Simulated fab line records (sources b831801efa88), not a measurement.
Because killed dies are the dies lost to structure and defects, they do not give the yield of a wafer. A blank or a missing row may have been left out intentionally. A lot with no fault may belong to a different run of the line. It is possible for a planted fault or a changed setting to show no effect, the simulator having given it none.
A lot that was struck, set against a sound lot | flow gf180mcu | 15 out of 602 route steps
Sound: the wafers L477.1, L477.2, L477.3. Struck: wafer L486.6. (L486.3, L486.5 of the same lot were not struck and are left out.) The cause comes at the end.
Per side, at each step with rows, come the tool, then ch with its chambers, and then its first start. Under that, the readings that differ: sound wafers | struck wafers | difference of the means | sigmas: that difference in standard deviations of wafers without a fault.
alike: readings whose means differ by less than 2 such deviations, and words and numbers that are the same on both sides. not compared: withheld readings, readings that some wafer has no value for, bounds like >300 that may hide the same value, and numbers for which the record gives no deviation and whose values overlap.
A row with sigmas, a row that says differs or no value, or rows on one side alone: a step with any of these is where the two part. Numbers that don't overlap but have no deviation are shown without sigmas and don't part them. A reading missing from all wafers of one side parts the sides only when that side holds two or more wafers.

first, 3 steps without rows for these wafers: GF_V4_EXPOSE_11 (exposes mask Via4, target cd 260 nm); GF_V4_PEB_12 (peb time 90 s); GF_V4_DEVELOP_13 (develop time 60 s).
GF_V4_CD_MEAS_14: target cd 260 nm.
  sound on cdSem-02, day 25 23:07; struck on cdSem-01, day 28 21:12
  alike: cdNm
GF_V4_OVL_MEAS_15:
  sound on overlay-01, day 25 23:14; struck on overlay-01, day 28 21:17
  alike: V4_OVL
GF_V4_ETCH_16: etches BARC in N2/H2.
  sound on rieDiel-03 ch 0,1,3, day 25 23:17; struck on rieDiel-03 ch 3, day 28 21:19
  alike: biasW, drypumpMotorCurrentA, oesProductAu, throttleValvePct
GF_V4_ETCH_17: etches SiO2 in C4F8/O2/Ar, stops on TiN, target depth 630 nm.
  sound on rieDiel-03 ch 0,1,3; struck on rieDiel-03 ch 3
  alike: biasW, oesProductAu
GF_V4_STRIP_18: strips in O2/N2.
  sound on plasmaAsher-02 ch 0,1, day 25 23:24; struck on plasmaAsher-02 ch 0, day 28 21:29
reading             | sound             | struck | difference | sigmas
oesProductAu (a.u.) | 0.594 0.594 0.577 | 0.599  | +0.011     | +2
  alike: drypumpMotorCurrentA, heaterPowerW
  not compared: rfHoursCounterH
then, 2 steps without rows for these wafers: GF_V4_STRIP_19 (strips in post etch residue remover, time 1200 s); GF_V4_CLEAN_20 (cleans in DIW).
GF_V4_SPUTTER_21: material Ti, target thk 15 nm, time 80.02 s.
  sound on pvdSputter-01, day 25 23:56; struck on pvdSputter-03, day 28 22:01
  alike: chamberPressurePa, throttleValvePct
GF_V4_SPUTTER_22: material TiN, target thk 10 nm, time 40 s.
  sound on pvdSputter-01, day 26 00:00; struck on pvdSputter-03, day 28 22:04
  alike: chamberPressurePa, throttleValvePct
GF_V4_CVD_23: deposits W, target thk 350 nm, time 104.9 s.
  sound on cvdW-01 ch 0,1, day 26 00:02; struck on cvdW-01 ch 0, day 28 22:09
reading                    | sound             | struck | difference | sigmas
chamberPressureTorr (Torr) | 39.99 39.94 40.03 | 37.98  | -2.01      | -26
  alike: heaterPowerW
GF_V4_RS_MEAS_24: a four-point-probe measurement.
  sound on filmMetro-02, day 26 00:09; struck on filmMetro-01, day 28 22:16
  alike: V4_W_RS
-- the record jumps here: 4 days lie between the struck wafers' starts before and after (it left off in module V4 and takes up again in module PASSIVATION, whose first step shown is number 602 of the route) --
GF_PASSIVATION_PROBE_99:
  rows exist in the record for the struck wafers here (prober-02, day 32 23:57), but not for the sound ones

== WHERE THEY PART ==
At GF_V4_STRIP_18 first; at GF_PASSIVATION_PROBE_99 last (within this record only).

WHY: what had been put in by the simulator
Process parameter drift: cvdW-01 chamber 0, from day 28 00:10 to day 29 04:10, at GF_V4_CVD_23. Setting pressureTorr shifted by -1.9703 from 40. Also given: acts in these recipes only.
